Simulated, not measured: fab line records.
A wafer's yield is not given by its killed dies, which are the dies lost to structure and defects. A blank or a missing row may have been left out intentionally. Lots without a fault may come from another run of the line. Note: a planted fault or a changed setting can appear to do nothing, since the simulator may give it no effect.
Code-filled problem report in 8D (eight disciplines) form :: flow sky130 :: the parts of the form that need people (team, actions taken, sign-off) are left out

== 1. THE PROBLEM ==
Across 2 wafers from 2 lots, LI_CONTACT_W_RS at SKY_LI_CONTACT_RS_MEAS_22 averages 0.461 ohm/sq, while fault-free wafers read 0.286 ohm/sq with a standard deviation of 0.0057. Relative to the usual mean, that is a shift of +31 standard deviations.
The step: measures by four-point-probe.
First observed at day 33 22:12: wafer L430.5, on film-metro-04. At this step, 33 wafers from 11 lots have a number in the record. The rule behind "out" and "out of limits": a value lying over 4 standard deviations away from the usual mean. All remaining wafers that have a number are taken as sound.

== 2. WHAT IT IS; WHAT IT IS NOT ==
question: which readings at this step
is: LI_CONTACT_W_RS
is not: -

question: which lots
is: L430, L431
is not: L416, L417, L421, L422, L423, L424, L435, L438, L439

question: which wafers of those lots
is: L430.5, L431.5
is not: L430.3, L430.6, L431.4, L431.6

question: read on which gauges
is: film-metro-04
is not: film-metro-02, film-metro-03

question: when
is: from day 33 22:12
is not: up to then (20 sound wafers); but 11 sound wafers of L431, L435, L438, L439 came after

== 3. SUSPECTS, AND WHAT RULES EACH OUT ==
Counting: if a tool at a process step up to the reading ran every lot that is out, it stays a suspect. Sound lots after the first of them don't rule it out here, since some wafers of a struck lot are sound.
- the gauge at SKY_LI_CONTACT_RS_MEAS_22 has been ruled out. All the wafers that are out were read on film-metro-04, but those of them that SKY_LI_CONTACT_CMP_24 has rows for are out there too, on other tools.
- cvd-w-01 at SKY_LI_CONTACT_CVD_21 (deposits W, target thk 400 nm, time 120.56 s): kept. Ran every lot that is out, first one L430 (day 33 22:05); last sound lot up to then L424 (day 32 04:26).
Left after counting: cvd-w-01 at SKY_LI_CONTACT_CVD_21.

== 4. THE CAUSE (what the simulator had put in) ==
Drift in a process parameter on cvd-w-01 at SKY_LI_CONTACT_CVD_21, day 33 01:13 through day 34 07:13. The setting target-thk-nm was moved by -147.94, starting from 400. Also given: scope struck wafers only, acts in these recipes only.
After counting, this tool was the only one left.

== 5. THE EFFECT CHAIN, in route order ==
Each row: a reading where the mean over the struck wafers with a number is more than 3 standard deviations away from the usual. Only readings whose record carries a usual standard deviation are examined. hours: median over the lots of the time between each lot's start at the first step of this table that gives one and its start at this step. sigmas: the change, counted in usual standard deviations.
hours: 0
step: SKY_LI_CONTACT_RS_MEAS_22
reading: LI_CONTACT_W_RS
usual: 0.286 ohm/sq
on struck wafers: 0.461
change: +0.175
sigmas: +31

hours: 0
step: SKY_LI_CONTACT_THK_MEAS_23
reading: LI_CONTACT_W_THK
usual: 400 nm
on struck wafers: 252
change: -148
sigmas: -16

hours: 0
step: SKY_LI_CONTACT_CMP_24
reading: time-to-endpoint-s
usual: 96 s
on struck wafers: 62
change: -34
sigmas: -6.4
The process steps in it:
- SKY_LI_CONTACT_CMP_24: polishes, stops on PSG, t overpolish 20 s, target thk 0 nm.
Later steps that measure or inspect, where all struck wafers having a row at the step show a number for every such reading and not one has moved that far: SKY_CONTACT_BOW_MEAS_05.

== 6. WHAT WOULD HAVE CAUGHT IT SOONER ==
21 hours passed between the start of the fault at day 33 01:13 and the first reading out of limits at a measuring or inspecting step in this record, taken at day 33 22:12.
Tool readings at SKY_LI_CONTACT_CVD_21 with a usual standard deviation given in the record: none out on any struck wafer, hence no alarm at a limit of 4 standard deviations on them.
Among the 2 lots that are out, L431 began SKY_LI_CONTACT_CVD_21 on cvd-w-01 after day 33 22:12. It would have been spared by a hold on the tool at that moment.
